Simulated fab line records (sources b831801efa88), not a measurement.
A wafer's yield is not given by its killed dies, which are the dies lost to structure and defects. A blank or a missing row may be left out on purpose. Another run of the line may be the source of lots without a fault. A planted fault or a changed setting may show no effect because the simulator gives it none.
Which tool is to blame? | flow sky130 | 12 lots with 36 wafers sampled at 5 steps, on a route of 708 steps

== WHAT EACH GAUGE READ, for each wafer ==
SKY_NWELL_RS_MEAS_29: uses a four-point probe to measure.
lot  | measured     | on            | NWELL_RS (ohm/sq)
L362 | day 5 09:41  | film metro-04 | 623.9 625.0 623.3
L364 | day 5 19:23  | film metro-03 | 626.7 625.6 626.3
L365 | day 5 23:54  | film metro-03 | 626.1 625.4 624.4
L366 | day 6 08:10  | film metro-03 | 625.3 625.7 626.7
L367 | day 6 14:14  | film metro-04 | 622.1 622.3 621.2
L368 | day 6 21:49  | film metro-03 | 639.9 638.6 638.0
L370 | day 7 09:04  | film metro-03 | 641.3 642.5 643.2
L371 | day 7 12:40  | film metro-01 | 626.1 628.3 624.9
L377 | day 9 09:38  | film metro-03 | 626.4 625.0 627.1
L378 | day 9 09:56  | film metro-04 | 623.5 621.2 621.9
L383 | day 10 20:36 | film metro-03 | 622.9 621.8 620.2
L385 | day 11 06:26 | film metro-01 | 625.5 625.4 626.0

SKY_VT_ADJUST_LVTN_OVL_MEAS_07.
lot  | measured     | on         | VT_ADJUST_LVTN_OVL (nm)
L362 | day 6 22:06  | overlay-02 | -1.4 -2.0 -1.0
L364 | day 7 09:33  | overlay-01 | -2.8 -0.1 -1.8
L365 | day 7 14:08  | overlay-02 | -2.8 -0.1 0.0
L366 | day 7 22:37  | overlay-01 | -4.3 -3.4 -1.9
L367 | day 8 05:26  | overlay-02 | -1.4 -0.3 -2.3
L368 | day 8 14:13  | overlay-02 | 0.3 0.1 -2.9
L370 | day 9 03:03  | overlay-01 | 0.8 -0.4 0.1
L371 | day 9 06:17  | overlay-01 | -3.4 -2.2 -2.4
L377 | day 11 06:55 | overlay-02 | -3.2 -2.5 -1.8
L378 | day 11 07:53 | overlay-02 | -3.1 -2.4 0.0
L383 | day 12 20:44 | overlay-01 | 0.3 -0.4 -0.4
L385 | day 13 07:34 | overlay-01 | -0.5 -1.7 0.2

SKY_VT_ADJUST_LVTN_TW_MEAS_21.
lot  | measured     | on            | VT_ADJUST_LVTN_2_TW
L362 | day 7 18:07  | film metro-02 | 186 188 186
L364 | day 8 06:01  | film metro-03 | 190 189 189
L365 | day 8 10:13  | film metro-03 | 189 189 189
L366 | day 8 19:58  | film metro-03 | 190 189 190
L367 | day 9 03:14  | film metro-01 | 182 182 183
L368 | day 9 11:49  | film metro-01 | 184 184 183
L370 | day 10 00:56 | film metro-03 | 191 191 192
L371 | day 10 04:05 | film metro-01 | 183 184 183
L377 | day 12 07:37 | film metro-02 | 187 187 186
L378 | day 12 08:43 | film metro-03 | 191 191 191
L383 | day 13 22:13 | film metro-01 | 183 183 183
L385 | day 14 08:56 | film metro-02 | 187 187 187

== TOOL THAT RAN EACH LOT (tool first, then ch and the chambers of the sampled wafers, then the start) ==
lot  | SKY_NWELL_IMPLANT_13            | SKY_VT_ADJUST_LVTN_STRIP_20
L362 | implanter-01 ch 0, day 4 15:07  | plasma asher-03 ch 0,1, day 7 18:01
L364 | implanter-01 ch 0, day 5 01:10  | plasma asher-02 ch 0,1, day 8 05:55
L365 | implanter-01 ch 0, day 5 06:02  | plasma asher-03 ch 0,1, day 8 10:07
L366 | implanter-01 ch 0, day 5 13:52  | plasma asher-02 ch 0,1, day 8 19:52
L367 | implanter-04 ch 0, day 5 18:55  | plasma asher-01 ch 0,1, day 9 03:09
L368 | implanter-01 ch 0, day 6 01:52  | plasma asher-02 ch 0,1, day 9 11:43
L370 | implanter-01 ch 0, day 6 13:40  | plasma asher-02 ch 0,1, day 10 00:50
L371 | implanter-03 ch 0, day 6 17:34  | plasma asher-02 ch 0,1, day 10 03:59
L377 | implanter-04 ch 0, day 8 12:34  | plasma asher-03 ch 0,1, day 12 07:31
L378 | implanter-03 ch 0, day 8 12:46  | plasma asher-02 ch 0,1, day 12 08:37
L383 | implanter-01 ch 0, day 9 21:41  | plasma asher-01 ch 0,1, day 13 22:07
L385 | implanter-04 ch 0, day 10 06:55 | plasma asher-03 ch 0,1, day 14 08:51
- SKY_NWELL_IMPLANT_13
- SKY_VT_ADJUST_LVTN_STRIP_20: strips in O2/N2.

== AS READ BY THE TOOLS THEMSELVES (means over the sampled wafers that have a number; for cases with no such wafer, the mark the record gives instead) ==
SKY_NWELL_IMPLANT_13.
lot  | tool         | dose ions cm2 | end station pressure torr (Torr) | faraday current uA
L362 | implanter-01 | 6.990e+11     | 4.98e-06                         | 3.96
L364 | implanter-01 | 7.001e+11     | 4.98e-06                         | 3.99
L365 | implanter-01 | 6.998e+11     | 5.08e-06                         | 3.94
L366 | implanter-01 | 6.993e+11     | 4.90e-06                         | 3.89
L367 | implanter-04 | 6.993e+11     | 4.90e-06                         | 3.94
L368 | implanter-01 | 2.363e+11     | 5.08e-06                         | 1.32
L370 | implanter-01 | 2.356e+11     | 4.99e-06                         | 1.34
L371 | implanter-03 | 6.997e+11     | 5.02e-06                         | 3.95
L377 | implanter-04 | 6.996e+11     | 4.97e-06                         | 3.85
L378 | implanter-03 | 7.004e+11     | 5.28e-06                         | 3.97
L383 | implanter-01 | 6.999e+11     | 4.74e-06                         | 3.92
L385 | implanter-04 | 6.996e+11     | 5.08e-06                         | 3.98

SKY_VT_ADJUST_LVTN_STRIP_20.
lot  | tool            | drypump motor current A (A) | oes product au (a.u.) | strip time to endpoint s (s)
L362 | plasma asher-03 | 5.3                         | 0.716                 | 14.12
L364 | plasma asher-02 | 5.7                         | 0.713                 | 14.20
L365 | plasma asher-03 | 5.4                         | 0.715                 | 14.18
L366 | plasma asher-02 | 6.0                         | 0.720                 | 14.13
L367 | plasma asher-01 | 5.8                         | 0.717                 | 14.17
L368 | plasma asher-02 | 5.7                         | 0.716                 | 14.22
L370 | plasma asher-02 | 5.6                         | 0.714                 | 14.22
L371 | plasma asher-02 | 6.0                         | 0.717                 | 14.15
L377 | plasma asher-03 | 5.4                         | 0.715                 | 14.16
L378 | plasma asher-02 | 5.6                         | 0.717                 | 14.14
L383 | plasma asher-01 | 5.6                         | 0.719                 | 14.14
L385 | plasma asher-03 | 5.3                         | 0.721                 | 14.20

== THE ANSWER, worked out from the rows above alone ==
Rule: usual is defined by the lots themselves. Put in order of their means at a reading, lots are off if they are a third of the lots or fewer, leave a main group of 4 or more, and stand apart from it by a gap of 3 or more times the standard deviation of the main group's means; of several such gaps the widest counts. If all means in a main group match to the digits the tables above print for the reading, that group is not used. Also off: a lot with no number at a reading for which 4 or more lots have one. Any other lot the step has rows for is counted as sound. First the gauges in route order, then the tools' own readings, where a lot's mean is used as printed above. At the first step where some lot is off, the reading lying furthest off is the one used; lots without a number count as furthest.
Off: L368, L370, seen at SKY_NWELL_RS_MEAS_29 (NWELL_RS). The main group has a mean of 624.5 ohm/sq with a standard deviation of 1.8.
If a tool, at a process step before that reading, ran all the lots that are off and no sound lot after the first of them, it fits. Not tried: the gauges at SKY_NWELL_RS_MEAS_29; whatever is off there is also off at SKY_NWELL_IMPLANT_13, on other tools, and gauge error can't account for it. Of those tried, none fits.

== WHAT THE SIMULATOR HAD PUT IN ==
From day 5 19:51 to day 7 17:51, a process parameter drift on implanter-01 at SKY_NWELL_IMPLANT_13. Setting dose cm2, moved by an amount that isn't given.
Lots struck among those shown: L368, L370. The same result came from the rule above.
